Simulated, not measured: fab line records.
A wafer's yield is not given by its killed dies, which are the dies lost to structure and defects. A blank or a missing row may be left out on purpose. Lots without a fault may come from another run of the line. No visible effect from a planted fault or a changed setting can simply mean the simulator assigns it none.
The tool behind it: which one? | flow sky130 | 12 lots, 36 wafers sampled, at 3 steps of a route of 708

## WHAT THE GAUGES READ, wafer by wafer
SKY_METAL4_CD_MEAS_13: target cd 300 nm.
lot  | measured     | on       | cdNm (nm)
L896 | day 41 20:22 | cdSem-01 | 302.5 302.2 302.7
L898 | day 42 07:19 | cdSem-02 | 299.1 299.0 298.9
L899 | day 42 09:02 | cdSem-01 | 300.8 298.9 301.3
L897 | day 42 11:26 | cdSem-01 | 301.1 302.0 300.5
L909 | day 44 21:25 | cdSem-02 | 301.2 299.3 301.3
L911 | day 45 16:08 | cdSem-02 | 299.9 299.7 299.7
L912 | day 45 19:20 | cdSem-01 | 301.1 302.1 301.7
L913 | day 46 03:40 | cdSem-02 | 301.4 301.0 300.6
L915 | day 46 11:43 | cdSem-01 | 299.6 299.3 298.7
L916 | day 47 02:11 | cdSem-02 | 299.7 301.6 301.2
L917 | day 47 16:29 | cdSem-01 | 298.0 296.0 297.3
L919 | day 47 17:08 | cdSem-01 | 302.0 303.4 301.5

SKY_VIA4_BOW_MEAS_03.
lot  | measured     | on           | VIA4_BOW (um)
L896 | day 41 22:01 | filmMetro-02 | 85 91 97
L898 | day 42 08:58 | filmMetro-02 | 73 82 90
L899 | day 42 10:47 | filmMetro-02 | 76 86 72
L897 | day 42 13:11 | filmMetro-01 | 73 87 80
L909 | day 44 23:02 | filmMetro-04 | 74 80 63
L911 | day 45 17:44 | filmMetro-02 | 90 86 79
L912 | day 45 21:07 | filmMetro-04 | 76 88 82
L913 | day 46 05:17 | filmMetro-02 | 70 97 99
L915 | day 46 13:40 | filmMetro-02 | 82 79 75
L916 | day 47 04:15 | filmMetro-02 | 76 82 77
L917 | day 47 18:09 | filmMetro-02 | 85 76 91
L919 | day 47 19:11 | filmMetro-02 | 92 83 80

## WHICH TOOL RAN EACH LOT (tool, then ch and the chambers of the sampled wafers, then the start)
lot  | SKY_METAL3_SPUTTER_04
L896 | pvdSputter-02, day 36 12:49
L898 | pvdSputter-02, day 37 01:22
L899 | pvdSputter-02, day 37 01:38
L897 | pvdSputter-04, day 37 05:49
L909 | pvdSputter-04, day 39 20:53
L911 | pvdSputter-04, day 40 16:46
L912 | pvdSputter-02, day 40 19:04
L913 | pvdSputter-04, day 41 05:09
L915 | pvdSputter-02, day 41 16:46
L916 | pvdSputter-02, day 42 08:34
L917 | pvdSputter-02, day 43 00:35
L919 | pvdSputter-03, day 43 01:16
- SKY_METAL3_SPUTTER_04: material TiN, target thk 70 nm, time 58.3 s.

## AS READ BY THE TOOLS THEMSELVES (means over the sampled wafers that have a number; for cases with no such wafer, the mark the record gives instead)
SKY_METAL3_SPUTTER_04.
lot  | tool          | throttleValvePct (%)
L896 | pvdSputter-02 | 28.9
L898 | pvdSputter-02 | 29.9
L899 | pvdSputter-02 | 29.9
L897 | pvdSputter-04 | 30.5
L909 | pvdSputter-04 | 30.9
L911 | pvdSputter-04 | 30.3
L912 | pvdSputter-02 | 30.7
L913 | pvdSputter-04 | 30.3
L915 | pvdSputter-02 | 29.9
L916 | pvdSputter-02 | 28.9
L917 | pvdSputter-02 | 30.8
L919 | pvdSputter-03 | 31.1

## THE ANSWER, worked out from the rows above alone
Rule: the lots themselves supply what counts as usual. Put in order of their means at a reading, lots are off if they are a third of the lots or fewer, leave a main group of 4 or more, and stand apart from it by a gap of 3 or more times the standard deviation of the main group's means; of several such gaps the widest counts. Not used: any main group whose means are identical at the precision the tables above print for the reading. A lot without any number at a reading at which 4 lots or more have one is off too. Where the step has rows for the other lots, those lots are counted as sound. First the gauges in route order, then the tools' own readings, where a lot's mean is used as printed above. The first step at which some lot is off is used, and at that step the reading that is off furthest; a lot without a number counts as furthest.
Nothing can be told from this: no lot is off at any reading shown.

## WHAT THE SIMULATOR HAD INSERTED
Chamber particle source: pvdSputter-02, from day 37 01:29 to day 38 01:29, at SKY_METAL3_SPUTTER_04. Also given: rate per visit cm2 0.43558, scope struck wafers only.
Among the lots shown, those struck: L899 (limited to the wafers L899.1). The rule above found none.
